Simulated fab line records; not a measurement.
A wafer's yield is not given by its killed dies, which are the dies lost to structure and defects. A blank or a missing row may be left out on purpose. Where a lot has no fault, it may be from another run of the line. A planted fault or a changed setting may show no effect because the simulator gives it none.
What tool caused it? :: flow gf180mcu :: 39 wafers from 13 lots sampled at 2 of the route's 602 steps

WHAT THE GAUGES READ, wafer by wafer
GF_HV_LDD_TW_MEAS_23. Usual: HV_LDD_2_TW typically reads 1053, with standard deviation 10.
lot: L182
measured: day 10 20:40
on: film metro-04
HV_LDD_2_TW: 1047 1044 1044
flag: 

lot: L184
measured: day 11 10:26
on: film metro-02
HV_LDD_2_TW: 1055 1052 1055
flag: 

lot: L183
measured: day 11 14:37
on: film metro-02
HV_LDD_2_TW: 1053 1058 1057
flag: 

lot: L185
measured: day 11 21:22
on: film metro-02
HV_LDD_2_TW: 1062 1058 1061
flag: 

lot: L186
measured: day 12 04:18
on: film metro-03
HV_LDD_2_TW: 1044 1037 1043
flag: 

lot: L189
measured: day 13 01:52
on: film metro-04
HV_LDD_2_TW: 1052 1054 1054
flag: 

lot: L195
measured: day 15 01:48
on: film metro-02
HV_LDD_2_TW: 1682 1665 1674
flag: OFF

lot: L196
measured: day 15 09:25
on: film metro-03
HV_LDD_2_TW: 1647 1636 1652
flag: OFF

lot: L198
measured: day 16 01:12
on: film metro-02
HV_LDD_2_TW: 1055 1065 1059
flag: 

lot: L200
measured: day 16 13:12
on: film metro-04
HV_LDD_2_TW: 1051 1045 1050
flag: 

lot: L201
measured: day 16 17:34
on: film metro-04
HV_LDD_2_TW: 1051 1052 1050
flag: 

lot: L202
measured: day 17 09:19
on: film metro-03
HV_LDD_2_TW: 1034 1027 1031
flag: 

lot: L205
measured: day 18 07:04
on: film metro-04
HV_LDD_2_TW: 1053 1053 1043
flag: 

WHAT TOOL EACH LOT RAN ON (gives the tool, then ch and the chambers of the sampled wafers, and finally the start)
lot: L182
GF_HV_LDD_IMPLANT_21: implanter-03 ch 0, day 10 20:25

lot: L184
GF_HV_LDD_IMPLANT_21: implanter-02 ch 0, day 11 10:11

lot: L183
GF_HV_LDD_IMPLANT_21: implanter-01 ch 0, day 11 14:20

lot: L185
GF_HV_LDD_IMPLANT_21: implanter-02 ch 0, day 11 21:07

lot: L186
GF_HV_LDD_IMPLANT_21: implanter-02 ch 0, day 12 04:03

lot: L189
GF_HV_LDD_IMPLANT_21: implanter-03 ch 0, day 13 01:38

lot: L195
GF_HV_LDD_IMPLANT_21: implanter-02 ch 0, day 15 01:33

lot: L196
GF_HV_LDD_IMPLANT_21: implanter-02 ch 0, day 15 09:11

lot: L198
GF_HV_LDD_IMPLANT_21: implanter-03 ch 0, day 16 00:58

lot: L200
GF_HV_LDD_IMPLANT_21: implanter-03 ch 0, day 16 12:58

lot: L201
GF_HV_LDD_IMPLANT_21: implanter-03 ch 0, day 16 17:20

lot: L202
GF_HV_LDD_IMPLANT_21: implanter-03 ch 0, day 17 09:05

lot: L205
GF_HV_LDD_IMPLANT_21: implanter-01 ch 0, day 18 06:49
- GF_HV_LDD_IMPLANT_21

AS READ BY THE TOOLS THEMSELVES (means over the sampled wafers that have a number; for cases with no such wafer, the mark the record gives instead)
GF_HV_LDD_IMPLANT_21. Usual: beam on s 10.00 s, standard deviation 0.21; dose ions cm2 4.999e+13, standard deviation 5.5e+10; faraday current uA 282, standard deviation 5.9.
lot: L182
tool: implanter-03
beam on s (s): 9.96
dose ions cm2: 4.997e+13
faraday current uA: 283
flag: 

lot: L184
tool: implanter-02
beam on s (s): 10.08
dose ions cm2: 4.995e+13
faraday current uA: 279
flag: 

lot: L183
tool: implanter-01
beam on s (s): 9.99
dose ions cm2: 5.000e+13
faraday current uA: 282
flag: 

lot: L185
tool: implanter-02
beam on s (s): 10.10
dose ions cm2: 5.001e+13
faraday current uA: 279
flag: 

lot: L186
tool: implanter-02
beam on s (s): 10.17
dose ions cm2: 4.990e+13
faraday current uA: 277
flag: 

lot: L189
tool: implanter-03
beam on s (s): 9.86
dose ions cm2: 4.995e+13
faraday current uA: 285
flag: 

lot: L195
tool: implanter-02
beam on s (s): 15.47
dose ions cm2: 2.177e+14
faraday current uA: 792
flag: OFF

lot: L196
tool: implanter-02
beam on s (s): 15.04
dose ions cm2: 2.177e+14
faraday current uA: 815
flag: OFF

lot: L198
tool: implanter-03
beam on s (s): 10.06
dose ions cm2: 5.002e+13
faraday current uA: 280
flag: 

lot: L200
tool: implanter-03
beam on s (s): 10.00
dose ions cm2: 5.001e+13
faraday current uA: 282
flag: 

lot: L201
tool: implanter-03
beam on s (s): 9.82
dose ions cm2: 5.003e+13
faraday current uA: 287
flag: 

lot: L202
tool: implanter-03
beam on s (s): 10.11
dose ions cm2: 5.005e+13
faraday current uA: 279
flag: 

lot: L205
tool: implanter-01
beam on s (s): 10.10
dose ions cm2: 5.003e+13
faraday current uA: 279
flag: 

THE ANSWER, worked out from the rows above alone
Rule: a lot is off if the mean of its wafers that have a number lies more than 3 standard deviations from the usual mean. A lot without any number at a reading at which 4 lots or more have one is off too. The other lots that the step has rows for count as sound. The gauges are gone through in route order, then the tools' own readings, and for those a lot's mean is taken as printed above. At the first step where some lot is off, the reading lying furthest off is the one used; lots without a number count as furthest.
Off: at GF_HV_LDD_TW_MEAS_23 (HV_LDD_2_TW), L195, L196.
A tool fits if, at a process step before that reading, it ran every lot that is off, and no sound lot after the first of them. The gauges at GF_HV_LDD_TW_MEAS_23 aren't tried: what is off there is off at GF_HV_LDD_IMPLANT_21 too, on other tools, and a gauge's error can't cause that. One fits: GF_HV_LDD_IMPLANT_21 on implanter-02. A fault onset in the window from L186 (day 12 04:03, its last sound lot) to L195 (day 15 01:33, its first lot off) fits.
The tool's own readings at GF_HV_LDD_IMPLANT_21 bear it out: on the lots that are off they differ by more than 5 times the standard deviation of the sound lots' means. beam on s reads 15.25 s there against 10.02 s on the sound lots; dose ions cm2 reads 2.177e+14 there against 4.999e+13 on the sound lots; faraday current uA reads 804 there against 281 on the sound lots.

WHAT WAS PUT IN BY THE SIMULATOR
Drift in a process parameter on implanter-02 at GF_HV_LDD_IMPLANT_21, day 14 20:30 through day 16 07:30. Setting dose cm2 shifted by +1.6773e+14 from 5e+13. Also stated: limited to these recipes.
Shown lots that were struck: L195, L196. The rule given above showed the same thing.
